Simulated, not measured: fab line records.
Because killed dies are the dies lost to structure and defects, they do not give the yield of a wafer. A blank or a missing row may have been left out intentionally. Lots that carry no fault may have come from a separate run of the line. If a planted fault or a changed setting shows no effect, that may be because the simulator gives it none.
A single fault, viewed from 2 desks + flow sky130 + every desk sees just its own numbers, and what lay behind them comes last

## AT THE TOOL OWNER'S DESK: pecvd-04
The tool's own readings at SKY_CAP2M_CVD_00 (deposits SiO2, target thk 15.5 nm): means of the sampled wafers that have a number, for each lot that ran on this tool. Any lot whose mean is over 4 standard deviations away from the usual mean is out of limits and marked OUT; that distance is given in the brackets.
Columns: A = heaterPowerW at SKY_CAP2M_CVD_00, usual 751 W
| lot  | first seen here | A   |
|------|-----------------|-----|
| L967 | day 40 10:31    | 786 |
| L969 | day 41 01:22    | 762 |
| L970 | day 41 06:28    | 785 |
| L973 | day 42 07:08    | 691 |
| L983 | day 44 23:28    | 745 |
| L984 | day 45 03:52    | 820 |
Result from this desk: across the 6 lots, nothing is out of limits.

## THE METROLOGY DESK
What the gauges read, lot by lot, whatever tool the lot ran on: means of the sampled wafers that have a number. Any lot whose mean is over 4 standard deviations away from the usual mean is out of limits and marked OUT; that distance is given in the brackets.
Columns: A = VIA3_W_THK at SKY_VIA3_THK_MEAS_23, usual 397 nm; B = PAD_OPEN_BOW at SKY_PAD_OPEN_BOW_MEAS_13, usual 44 um
| lot  | first seen here | A   | B  |
|------|-----------------|-----|----|
| L966 | day 40 01:47    | 398 | 51 |
| L967 | day 40 10:01    | 393 | 52 |
| L968 | day 40 14:05    | 399 | 38 |
| L969 | day 41 00:52    | 397 | 52 |
| L970 | day 41 05:58    | 398 | 36 |
| L972 | day 41 22:14    | 392 | 44 |
| L973 | day 42 06:37    | 398 | 36 |
| L974 | day 42 19:23    | 397 | 52 |
| L983 | day 44 22:59    | 395 | 48 |
| L984 | day 45 03:22    | 399 | 47 |
| L985 | day 45 11:16    | 398 | 50 |
| L986 | day 45 12:06    | 398 | 49 |
Result from this desk: across the 12 lots, nothing is out of limits.

## ALL TOGETHER
Nothing out of limits was seen by the tool owner's desk.
Metrology desk: nothing out of limits seen.

## WHAT THE SIMULATOR HAD INSERTED
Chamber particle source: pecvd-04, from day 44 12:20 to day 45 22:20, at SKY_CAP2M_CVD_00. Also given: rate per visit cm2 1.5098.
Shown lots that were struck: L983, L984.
